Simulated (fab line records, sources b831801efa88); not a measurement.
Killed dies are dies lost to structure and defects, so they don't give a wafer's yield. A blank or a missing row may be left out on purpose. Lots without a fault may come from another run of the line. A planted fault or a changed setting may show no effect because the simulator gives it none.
fab line records | flow sky130 | part 2 of 2: steps 33 to 33 of 33
record lots=6 wafers=18 last_day=50
route steps=708 shown LOCAL_INTERCONNECT@394 CONTACT@406 PAD_OPEN@708
lots that met no fault: from a run of the same line without faults
start_h: hours from the record's first day to the start of the lot's first wafer shown | wait_h: hours since the lot's step before | " the same as in the row above | L1.1+2: a row that stands for several wafers | - no value, or no start given | * or withheld: withheld | < > ~ a bound
route shown NAME@n: a module of which the file shows steps, and the number in the route of the first | usual: mean/standard deviation of fault-free wafers | same: alike in all rows | chamber/n: place in a boat | sites: the reading at each site | _std_site: their standard deviation | _edge_site: outer sites' mean less inner sites' | radius_mm: how far each site lies from the wafer's centre | mask NAME#n: copy n | behind: the tool/chamber that last shaped the wafer | hold: why the lot was held/for how many hours/how that ended | device: the transistor (n, p or np) that didn't switch | end of line: the same wafers' tests at the end of the route | a step without rows: its recipe alone | killed: dies lost to structure and defects at the first sort, not the wafer's yield | map: a wafer's dies, x killed, . not, _ none there
set.NAME: the setting as run; set.NAME@STEP: as run at that earlier step | model.NAME: the simulator's own value behind a step, which no gauge read
lots at some steps of the route; a table a step, a row a wafer
services: from which hour (start_h, from the record's first day; less than 0 if before it) a tool's chamber was out of use, for how many hours, and why
## steps
# step SKY_PAD_OPEN_PROBE_99
# usual killed_at_M0_to_M3=43/6.5 killed_at_M4_up=3.5/1.9 killed_at_contacts=24/5.4 killed_at_front_end=16/4.8 killed_at_other=0.4/0.64 killed_dies=87/9.4 killed_on_rim=18/4.1 killed_open=47/7 killed_short=40/6.3
# same gross_dies=492 killed_at_back_side=0
# columns lot.wafer tool chamber start_h wait_h killed_at_M0_to_M3 killed_at_M4_up killed_at_contacts killed_at_front_end killed_at_other killed_dies killed_on_rim killed_open killed_short
L581.1 prober-02 - 1094.87 0.1 39 1 22 17 0 79 17 32 47
L581.3 prober-02 - 1094.97 0.2 62 3 18 14 0 97 20 56 41
L581.5 prober-02 - 1095.07 0.2 32 2 15 18 0 67 15 32 34
L582.1 prober-01 - 1118.85 0.1 36 2 27 15 1 81 10 42 39
L582.2 prober-01 - 1118.90 0.1 38 2 23 19 2 84 19 41 41
L582.5 prober-01 - 1119.05 0.2 33 7 23 17 0 80 21 37 43
L585.2 prober-02 - 1121.46 0.1 44 6 16 21 0 87 16 42 45
L585.3 prober-02 - 1121.51 0.2 42 7 27 24 0 100 26 47 53
L585.6 prober-02 - 1121.66 0.2 39 2 17 13 0 71 15 39 32
L591.2 prober-01 - 1149.21 0.1 41 5 423 21 2 492 96 55 37
L591.4 prober-01 - 1149.31 0.2 48 6 421 17 0 492 96 51 47
L591.5 prober-01 - 1149.36 0.2 51 2 421 16 2 492 96 55 49
L594.2 prober-02 - 1165.15 0.1 44 3 421 24 0 492 96 45 54
L594.3 prober-02 - 1165.20 0.2 46 5 423 17 1 492 96 44 48
L594.4 prober-02 - 1165.25 0.2 46 2 432 12 0 492 96 50 35
L601.2 prober-01 - 1194.84 0.1 43 2 19 21 0 85 12 46 39
L601.3 prober-01 - 1194.89 0.2 32 1 20 25 1 79 13 34 44
L601.6 prober-01 - 1195.04 0.2 42 7 24 21 1 95 23 47 48
# killed by level:class
L581.1 METAL2:geometric_particle:short=7 METAL1:geometric_particle:short=7 FIELD_ISO:geometric_particle:short=6 CONTACT:geometric_particle:open=6 VIA3:geometric_particle:short=6 POLY_GATE:geometric_particle:short=5 LI_CONTACT:geometric_particle:open=5 CONTACT:geometric_particle:short=5
L581.3 VIA1:geometric_particle:open=16 VIA3:geometric_particle:open=9 METAL2:geometric_particle:short=8 VIA2:geometric_particle:open=7 LI_CONTACT:geometric_particle:open=5 CONTACT:geometric_particle:open=5 METAL3:geometric_particle:short=5 FIELD_ISO:geometric_particle:open=4
L581.5 VIA1:geometric_particle:open=7 FIELD_ISO:geometric_particle:short=5 POLY_GATE:geometric_particle:open=5 LI_CONTACT:geometric_particle:open=5 METAL1:geometric_particle:short=5 CONTACT:geometric_particle:open=4 METAL2:geometric_particle:short=4 POLY_GATE:geometric_particle:short=3
L582.1 CONTACT:geometric_particle:open=13 VIA1:geometric_particle:open=7 CONTACT:geometric_particle:short=6 LI_CONTACT:geometric_particle:open=5 FIELD_ISO:geometric_particle:open=4 POLY_GATE:geometric_particle:short=4 VIA2:geometric_particle:open=4 METAL3:geometric_particle:short=4
L582.2 VIA2:geometric_particle:open=11 LOCAL_INTERCONNECT:geometric_particle:short=9 CONTACT:geometric_particle:open=7 METAL1:geometric_particle:short=5 LI_CONTACT:geometric_particle:open=5 METAL2:geometric_particle:short=5 VIA2:geometric_particle:short=5 VIA3:geometric_particle:open=5
L582.5 VIA1:geometric_particle:open=6 LI_CONTACT:geometric_particle:open=5 LOCAL_INTERCONNECT:geometric_particle:short=5 CONTACT:geometric_particle:short=5 CONTACT:geometric_particle:open=5 VIA2:geometric_particle:short=5 METAL4:geometric_particle:short=5 FIELD_ISO:geometric_particle:open=4
L585.2 VIA1:geometric_particle:open=10 VIA1:geometric_particle:short=8 POLY_GATE:geometric_particle:open=7 VIA2:geometric_particle:open=6 METAL1:geometric_particle:short=5 FIELD_ISO:geometric_particle:short=4 POLY_GATE:geometric_particle:short=4 VIA2:geometric_particle:short=4
L585.3 VIA1:geometric_particle:open=12 CONTACT:geometric_particle:short=8 METAL1:geometric_particle:short=8 VIA1:geometric_particle:short=8 FIELD_ISO:geometric_particle:open=7 LI_CONTACT:geometric_particle:open=7 POLY_GATE:geometric_particle:open=6 CONTACT:geometric_particle:open=5
L585.6 VIA3:geometric_particle:open=10 VIA1:geometric_particle:open=7 VIA2:geometric_particle:open=7 FIELD_ISO:geometric_particle:short=6 LI_CONTACT:geometric_particle:open=6 CONTACT:geometric_particle:short=4 VIA1:geometric_particle:short=4 CONTACT:geometric_particle:open=3
L591.2 CONTACT:area_etch=398 VIA1:geometric_particle:open=13 LI_CONTACT:geometric_particle:open=8 CONTACT:geometric_particle:open=7 FIELD_ISO:geometric_particle:open=6 VIA2:geometric_particle:open=6 FIELD_ISO:geometric_particle:short=5 CONTACT:geometric_particle:short=5
L591.4 CONTACT:area_etch=394 METAL1:geometric_particle:short=11 CONTACT:geometric_particle:open=10 LI_CONTACT:geometric_particle:open=7 VIA3:geometric_particle:open=7 VIA2:geometric_particle:short=6 VIA3:geometric_particle:short=6 FIELD_ISO:geometric_particle:short=5
L591.5 CONTACT:area_etch=386 CONTACT:geometric_particle:open=16 METAL1:geometric_particle:short=13 VIA2:geometric_particle:open=8 LI_CONTACT:geometric_particle:open=6 FIELD_ISO:geometric_particle:open=5 POLY_GATE:geometric_particle:open=5 LI_CONTACT:geometric_particle:short=5
L594.2 CONTACT:area_etch=393 CONTACT:geometric_particle:open=12 VIA1:geometric_particle:open=10 CONTACT:geometric_particle:short=8 VIA3:geometric_particle:open=7 VIA2:geometric_particle:short=6 FIELD_ISO:geometric_particle:short=5 LOCAL_INTERCONNECT:geometric_particle:short=5
L594.3 CONTACT:area_etch=400 VIA3:geometric_particle:open=9 LOCAL_INTERCONNECT:geometric_particle:short=7 CONTACT:geometric_particle:open=7 VIA1:geometric_particle:short=7 VIA1:geometric_particle:open=7 VIA2:geometric_particle:open=6 METAL1:geometric_particle:short=5
L594.4 CONTACT:area_etch=407 CONTACT:geometric_particle:open=10 VIA1:geometric_particle:open=10 VIA2:geometric_particle:open=7 LI_CONTACT:geometric_particle:open=6 VIA1:geometric_particle:short=6 VIA3:geometric_particle:open=6 METAL3:geometric_particle:short=5
L601.2 VIA1:geometric_particle:open=9 VIA3:geometric_particle:open=9 FIELD_ISO:geometric_particle:short=8 CONTACT:geometric_particle:short=6 METAL2:geometric_particle:short=6 FIELD_ISO:geometric_particle:open=5 POLY_GATE:geometric_particle:open=5 CONTACT:geometric_particle:open=5
L601.3 POLY_GATE:geometric_particle:short=8 FIELD_ISO:geometric_particle:short=7 LI_CONTACT:geometric_particle:open=6 VIA2:geometric_particle:open=6 LOCAL_INTERCONNECT:geometric_particle:short=5 FIELD_ISO:geometric_particle:open=4 CONTACT:geometric_particle:open=4 VIA1:geometric_particle:open=4
L601.6 FIELD_ISO:geometric_particle:short=8 CONTACT:geometric_particle:open=8 VIA3:geometric_particle:open=8 FIELD_ISO:geometric_particle:open=6 CONTACT:geometric_particle:short=6 METAL2:geometric_particle:short=5 VIA1:geometric_particle:open=5 METAL1:geometric_particle:short=4
# map L591.2 (x killed, . not)
__________xxxxxxxxxx_________
________xxxxxxxxxxxxxx_______
______xxxxxxxxxxxxxxxxxx_____
_____xxxxxxxxxxxxxxxxxxxx____
____xxxxxxxxxxxxxxxxxxxxxx___
___xxxxxxxxxxxxxxxxxxxxxxxx__
__xxxxxxxxxxxxxxxxxxxxxxxxxx_
_xxxxxxxxxxxxxxxxxxxxxxxxxxxx
_xxxxxxxxxxxxxxxxxxxxxxxxxxxx
_xxxxxxxxxxxxxxxxxxxxxxxxxxxx
_xxxxxxxxxxxxxxxxxxxxxxxxxxxx
_xxxxxxxxxxxxxxxxxxxxxxxxxxxx
_xxxxxxxxxxxxxxxxxxxxxxxxxxxx
_xxxxxxxxxxxxxxxxxxxxxxxxxxxx
_xxxxxxxxxxxxxxxxxxxxxxxxxxxx
__xxxxxxxxxxxxxxxxxxxxxxxxxx_
___xxxxxxxxxxxxxxxxxxxxxxxx__
____xxxxxxxxxxxxxxxxxxxxxx___
_____xxxxxxxxxxxxxxxxxxxx____
______xxxxxxxxxxxxxxxxxx_____
________xxxxxxxxxxxxxx_______
__________xxxxxxxxxx_________
# map L594.2 (x killed, . not)
__________xxxxxxxxxx_________
________xxxxxxxxxxxxxx_______
______xxxxxxxxxxxxxxxxxx_____
_____xxxxxxxxxxxxxxxxxxxx____
____xxxxxxxxxxxxxxxxxxxxxx___
___xxxxxxxxxxxxxxxxxxxxxxxx__
__xxxxxxxxxxxxxxxxxxxxxxxxxx_
_xxxxxxxxxxxxxxxxxxxxxxxxxxxx
_xxxxxxxxxxxxxxxxxxxxxxxxxxxx
_xxxxxxxxxxxxxxxxxxxxxxxxxxxx
_xxxxxxxxxxxxxxxxxxxxxxxxxxxx
_xxxxxxxxxxxxxxxxxxxxxxxxxxxx
_xxxxxxxxxxxxxxxxxxxxxxxxxxxx
_xxxxxxxxxxxxxxxxxxxxxxxxxxxx
_xxxxxxxxxxxxxxxxxxxxxxxxxxxx
__xxxxxxxxxxxxxxxxxxxxxxxxxx_
___xxxxxxxxxxxxxxxxxxxxxxxx__
____xxxxxxxxxxxxxxxxxxxxxx___
_____xxxxxxxxxxxxxxxxxxxx____
______xxxxxxxxxxxxxxxxxx_____
________xxxxxxxxxxxxxx_______
__________xxxxxxxxxx_________
## services
# columns tool chamber start_h hours kind
rie_metal-02 - 714.13 1.3 repair
cmp-01 - 716.52 6.9 pm
rie_diel-02 1 725.74 7.4 repair
plasma_asher-02 - 733.75 9.0 pm
plasma_asher-04 - 739.16 1.3 repair
cmp-02 - 743.57 1.6 repair
cmp-01 - 745.76 4.0 pm
cmp-01 - 745.77 0.9 repair
cmp-01 - 759.12 1.3 repair
rie_diel-03 - 771.29 2.8 pm
cmp-02 - 786.64 30.2 repair
rie_diel-03 0 790.85 2.9 repair
cmp-02 - 804.44 1.9 repair
pecvd-03 0 811.63 5.9 repair
cmp-02 - 815.79 3.2 repair
plasma_asher-04 - 817.59 1.6 repair
rie_metal-02 0 828.38 16.2 repair
rie_diel-03 1 836.31 4.3 repair
plasma_asher-04 - 839.36 3.5 repair
cmp-01 - 849.92 7.5 pm
rie_metal-02 0 858.57 7.4 repair
pecvd-03 - 863.89 5.5 pm
rie_diel-02 1 887.22 10.5 repair
cmp-02 - 887.99 2.6 repair
## key
first_sign step=SKY_CONTACT_CVD_00 reading=visit direction=added
effect step=SKY_CONTACT_THK_MEAS_01 reading=CONTACT_CVD_00_THK direction=up sigmas=86 usual=74.9 struck=151.0
effect step=SKY_CONTACT_ETCH_18 reading=oes_product_au direction=up sigmas=20 usual=0.854 struck=0.998
effect step=SKY_PAD_OPEN_PROBE_99 reading=killed_at_contacts direction=up sigmas=73 usual=24 struck=424
model_effect step=SKY_CONTACT_ETCH_18 value=etch.depth_nm without=75.42 struck=97
more_kills_born_at SKY_CONTACT_ETCH_18@rie_diel-03=1200 SKY_CONTACT_ETCH_18@rie_diel-02=1178
met_at SKY_CONTACT_CVD_00
struck_wafers L591.2,L591.4,L591.5,L594.2,L594.3,L594.4
later_rows_left_out L591.2,L591.4,L591.5,L594.2,L594.3,L594.4
tester_left_out L591,L594
fault kind=repeated_step_whole tool=pecvd-01,pecvd-02,pecvd-03 chamber=- onset_h=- steps=SKY_CONTACT_CVD_00 times=1 scope=struck_lots_only
# tester_left_out: of these lots the tester's yield and bins aren't shown, on N5 and GAA mostly nor the transistor test; their killed dies are dies lost to structure and defects alone, not to doping, threshold or leakage, so they don't give the yield
# later_rows_left_out: the simulator's readings of these wafers behind a module that went badly wrong aren't trusted and aren't shown, but for the sort
